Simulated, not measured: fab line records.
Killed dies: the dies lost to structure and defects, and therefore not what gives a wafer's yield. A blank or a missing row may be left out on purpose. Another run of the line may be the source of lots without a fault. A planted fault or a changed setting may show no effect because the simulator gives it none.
One fault through the eyes of 2 desks || flow sky130 || what lay behind the numbers comes last; until then each desk has only its own

## THE METROLOGY DESK
What the gauges read for every lot (on any tool): the sampled wafers with a number, averaged. If a lot's mean is further than 4 standard deviations from the usual mean, the lot is out of limits and carries the mark OUT (the distance appears in the brackets).
Columns: A = LDD_P_TW at SKY_LDD_P_TW_MEAS_11, usual 640.4
{"lot": "L718", "first seen here": "day 18 23:23", "A": 641.3}
{"lot": "L719", "first seen here": "day 19 11:31", "A": 642.3}
{"lot": "L720", "first seen here": "day 19 11:57", "A": 641.6}
{"lot": "L721", "first seen here": "day 20 04:44", "A": 642.4}
{"lot": "L722", "first seen here": "day 20 10:39", "A": 636.9}
{"lot": "L723", "first seen here": "day 21 08:19", "A": 637.4}
{"lot": "L726", "first seen here": "day 21 23:44", "A": 641.6}
{"lot": "L727", "first seen here": "day 22 11:59", "A": 639.5}
{"lot": "L728", "first seen here": "day 22 15:32", "A": 637.8}
{"lot": "L729", "first seen here": "day 23 05:10", "A": 640.7}
{"lot": "L731", "first seen here": "day 23 23:32", "A": 630.0}
{"lot": "L733", "first seen here": "day 24 18:41", "A": "620.3 (-7.4) OUT"}
{"lot": "L739", "first seen here": "day 26 17:04", "A": 640.0}
{"lot": "L741", "first seen here": "day 27 05:51", "A": 637.3}
This desk finds L733 out of limits, with the earliest case on L733 at day 24 18:41 (LDD_P_TW at SKY_LDD_P_TW_MEAS_11). L718, L719, L720, L721, L722, L723, L726, L727, L728, L729, L731, L739, L741: within limits.

## DESK OF THE TOOL OWNER: implanter-03
The tool's own readings at SKY_LDD_P_IMPLANT_09, given as means over the sampled wafers that have a number, one for each lot that went through this tool. If a lot's mean is further than 4 standard deviations from the usual mean, the lot is out of limits and carries the mark OUT (the distance appears in the brackets).
Columns: A = beam_on_s at SKY_LDD_P_IMPLANT_09, usual 10.02 s; B = dose_ions_cm2 at SKY_LDD_P_IMPLANT_09, usual 1.0001e+13; C = faraday_current_uA at SKY_LDD_P_IMPLANT_09, usual 56.3
{"lot": "L721", "first seen here": "day 20 04:29", "A": 10.00, "B": 9.9820e+12, "C": 56.5}
{"lot": "L727", "first seen here": "day 22 11:44", "A": 10.06, "B": 1.0000e+13, "C": 56.1}
{"lot": "L729", "first seen here": "day 23 04:56", "A": 9.97, "B": 1.0009e+13, "C": 56.6}
{"lot": "L731", "first seen here": "day 23 23:17", "A": 9.39, "B": 1.0010e+13, "C": "60.8 (+4.1) OUT"}
{"lot": "L733", "first seen here": "day 24 18:27", "A": "9.18 (-4.2) OUT", "B": 1.0002e+13, "C": "62.1 (+5.3) OUT"}
This desk's finding: out of limits on L731, L733; first on L731, day 23 23:17 (faraday_current_uA at SKY_LDD_P_IMPLANT_09). L721, L727, L729: within limits.

## BROUGHT TOGETHER
On L731, L733, at day 23 23:17, an alarm was possible from the tool owner's desk.
Metrology desk: alarm possible at day 24 18:41 on L733.
The metrology desk holds a record of L731, inside its limits.
Every lot named ran SKY_LDD_P_IMPLANT_09 on implanter-03.

## WHAT THE SIMULATOR HAD PUT IN
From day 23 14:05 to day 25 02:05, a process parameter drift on implanter-03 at SKY_LDD_P_IMPLANT_09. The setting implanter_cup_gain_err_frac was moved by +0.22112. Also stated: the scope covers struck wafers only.
Lots struck among those shown: L731, L733.
Delay (hours) between the fault's onset and each desk's first out-of-limits reading: 9 at the tool owner's desk, 29 at the metrology desk.
